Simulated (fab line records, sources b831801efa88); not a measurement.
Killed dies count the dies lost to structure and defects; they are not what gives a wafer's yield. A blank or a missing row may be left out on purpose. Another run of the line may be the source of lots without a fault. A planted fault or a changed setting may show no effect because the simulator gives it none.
Struck lot and sound lot, side by side    flow sfq-line    42 steps out of a route of 325
Sound: wafers L738.2, L738.3, L738.6. Struck: wafer L749.3 (L749.2, L749.5, from the same lot, were not struck and are left out); the cause is given at the end.
For every step that has rows: the tool of each side, followed by ch and its chambers, followed by its first start. Under that, the readings that differ: sound wafers    struck wafers    difference of the means    sigmas: that difference in standard deviations of wafers without a fault.
alike: same words and numbers on both sides, and readings whose means sit less than 2 such deviations apart. not compared: any withheld reading, any reading some wafer has no value for, any bound like >300 that may hide the same value, and any number with overlapping values for which the record gives no deviation.
Wherever a step has rows on one side only, a row that says differs or no value, or a row with sigmas, the two part there. Numbers that don't overlap but have no deviation are shown without sigmas and don't part them. Lack of a reading on every wafer of one side parts them only where that side has two or more wafers.

first, 3 steps without rows for these wafers: SFQ_TRILAYER_I4_VIA_LITHO_EXPOSE_104 (exposes mask I4, target cd 700 nm); SFQ_TRILAYER_I4_VIA_LITHO_PEB_106 (peb time 60 s); SFQ_TRILAYER_I4_VIA_LITHO_DEVELOP_105 (time 60 s).
SFQ_I4_OVL_MEAS_928:
  sound on overlay-02 at day 51 17:37; struck on overlay-02 at day 59 07:40
  alike: I4_OVL
SFQ_TRILAYER_I4_VIA_BARC_OPEN_VIA_ETCH_146: etches BARC in O2, target depth 125 nm, time 41.7 s.
  sound on rie-diel-01 ch 1,2,3, day 51 17:38; struck on rie-diel-04 ch 2, day 59 07:41
  alike: drypump-motor-current-A, oes-product-au
  not compared: rf-hours-counter-h
then, 1 step without rows for these wafers: SFQ_TRILAYER_I4_VIA_ETCH_VIA_ETCH_106 (etches SiO2 in CHF3, stops on Nb, target depth 260 nm).
SFQ_TRILAYER_I4_VIA_STRIP_STRIP_107: strips in O2.
  sound on rie-metal-02 ch 0,1, day 51 17:47; struck on rie-metal-04 ch 1, day 59 07:50
  alike: drypump-motor-current-A, oes-product-au
  not compared: rf-hours-counter-h
then, 2 steps without rows for these wafers: SFQ_TRILAYER_I4_VIA_STRIP_SOLV_CLEAN_108 (cleans in NMP, time 600 s); SFQ_TRILAYER_JJ_TRILAYER_DEP_PRE_CLEAN_113 (time 22.5 s).
SFQ_TRILAYER_JJ_TRILAYER_DEP_SPUTTER_109: material Nb, target thk 150 nm, time 100 s.
  sound on pvd-sputter-03 at day 51 18:36; struck on pvd-sputter-04 at day 59 08:38
  alike: throttle-valve-pct
then, 2 steps without rows for these wafers: SFQ_TRILAYER_JJ_TRILAYER_DEP_SPUTTER_110 (material Al, target thk 8 nm, time 10 s); SFQ_TRILAYER_JJ_TRILAYER_DEP_AL_OXIDATION_111 (oxidation time 600 s).
SFQ_TRILAYER_JJ_TRILAYER_DEP_SPUTTER_112: material Nb, target thk 170 nm, time 113.3 s.
  sound on pvd-sputter-03 at day 51 19:41; struck on pvd-sputter-04 at day 59 09:44
reading                                                       sound              struck  difference  sigmas
model.Nb_of_TRILAYER_JJ_TRILAYER_DEP_SPUTTER_112.thk-nm (nm)  166.6 165.9 166.7  132.9   -33.5       
  alike: throttle-valve-pct
SFQ_JJ_RS_MEAS_929: measurement is done with a four-point probe.
  sound on film-metro-02 at day 51 19:47; struck on film-metro-04 at day 59 09:50
reading            sound              struck  difference  sigmas
JJ_NB_RS (ohm/sq)  1.069 1.073 1.070  1.349   +0.278      +16
then, 6 steps without rows for these wafers: SFQ_TRILAYER_JJ_CE_LITHO_COAT_119 (resist thk 62 nm); SFQ_TRILAYER_JJ_CE_LITHO_COAT_114 (resist thk 600 nm); SFQ_TRILAYER_JJ_CE_LITHO_SOFTBAKE_118; SFQ_TRILAYER_JJ_CE_LITHO_EXPOSE_115 (exposes mask J5, target cd 700 nm); SFQ_TRILAYER_JJ_CE_LITHO_PEB_117 (peb time 60 s); SFQ_TRILAYER_JJ_CE_LITHO_DEVELOP_116 (time 60 s).
SFQ_JJ_OVL_MEAS_931:
  sound on overlay-01 at day 52 09:58; struck on overlay-02 at day 59 12:15
  alike: J5_OVL
then, 2 steps without rows for these wafers: SFQ_TRILAYER_JJ_CE_METRO_MEASURE_117; SFQ_TRILAYER_JJ_CE_BARC_OPEN_RIE_150 (chemistry O2, target BARC, target depth 240 nm, time 80 s).
SFQ_TRILAYER_JJ_CE_ETCH_RIE_118: chemistry SF6, target Nb, stops on Al2O3, time 97.7 s, target depth 170 nm.
  sound on rie-metal-01 ch 0,1, day 52 11:17; struck on rie-metal-02 ch 1, day 59 13:35
reading                sound              struck  difference  sigmas
oes-product-au (a.u.)  0.980 0.985 0.983  0.863   -0.120      -15
  alike: drypump-motor-current-A
  not compared: rf-hours-counter-h
then, 9 steps without rows for these wafers: SFQ_TRILAYER_JJ_ANODIZE_ANODIZE_119; SFQ_TRILAYER_JJ_CE_STRIP_STRIP_120 (strips in O2); SFQ_TRILAYER_JJ_CE_STRIP_SOLV_CLEAN_121 (cleans in NMP, time 600 s); SFQ_TRILAYER_M5_LITHO_COAT_128 (resist thk 62 nm); SFQ_TRILAYER_M5_LITHO_COAT_123 (resist thk 600 nm); SFQ_TRILAYER_M5_LITHO_SOFTBAKE_127; SFQ_TRILAYER_M5_LITHO_EXPOSE_124 (exposes mask M5, target cd 700 nm); SFQ_TRILAYER_M5_LITHO_PEB_126 (peb time 60 s); SFQ_TRILAYER_M5_LITHO_DEVELOP_125 (time 60 s).
SFQ_M5_OVL_MEAS_932:
  sound on overlay-01 at day 57 12:35; struck on overlay-02 at day 59 17:23
  alike: M5_OVL
then, 4 steps without rows for these wafers: SFQ_TRILAYER_M5_BARC_OPEN_METAL_ETCH_161 (etches BARC in O2, target depth 125 nm, time 41.7 s); SFQ_TRILAYER_M5_ETCH_METAL_ETCH_126 (etches Nb in Cl2/BCl3, stops on SiO2, time 203.2 s, target depth 265 nm); SFQ_TRILAYER_M5_STRIP_STRIP_127 (strips in O2); SFQ_TRILAYER_M5_STRIP_SOLV_CLEAN_128 (cleans in NMP, time 600 s).
SFQ_TRILAYER_A5B_DEP_PECVD_129: deposits SiO2 from SiH4/N2O, time 133.33 s, target thk 600 nm.
  sound on pecvd-03 ch 0,1,2, day 57 13:40; struck on pecvd-02 ch 1, day 59 18:27
  alike: chamber-pressure-Torr, heater-power-outer-w, heater-power-w, throttle-valve-pct
then, 1 step without rows for these wafers: SFQ_TRILAYER_A5B_CMP_CMP_130 (polishes, stops on Nb, target thk 340.7 nm).
SFQ_TRILAYER_A5B_METRO_MEASURE_131:
  sound on film-metro-03 at day 57 19:50; struck on film-metro-01 at day 59 23:56
  alike: thk-nm
-- the record jumps here: 4 days lie between the struck wafers' starts before and after --
SFQ_TRILAYER_R5_ETCH_METAL_ETCH_139: etches the open film in Cl2, stops on SiO2, target depth 60 nm, time 40 s.
  sound on rie-metal-03 ch 1, day 62 11:26; struck on rie-metal-04 ch 1, day 64 09:31
reading                                                       sound            struck  difference  sigmas
model.Nb_of_TRILAYER_JJ_TRILAYER_DEP_SPUTTER_112.thk-nm (nm)  156.6 156 156.7  122.9   -33.5       
  alike: drypump-motor-current-A, oes-product-au
  not compared: rf-hours-counter-h

== WHERE THEY PART ==
At SFQ_JJ_RS_MEAS_929 first; at SFQ_TRILAYER_JJ_CE_ETCH_RIE_118 last (within this record only). Later steps at which nothing parts them and some readings are alike: SFQ_M5_OVL_MEAS_932, SFQ_TRILAYER_A5B_DEP_PECVD_129, SFQ_TRILAYER_A5B_METRO_MEASURE_131, SFQ_TRILAYER_R5_ETCH_METAL_ETCH_139.

WHY: what had been put in by the simulator
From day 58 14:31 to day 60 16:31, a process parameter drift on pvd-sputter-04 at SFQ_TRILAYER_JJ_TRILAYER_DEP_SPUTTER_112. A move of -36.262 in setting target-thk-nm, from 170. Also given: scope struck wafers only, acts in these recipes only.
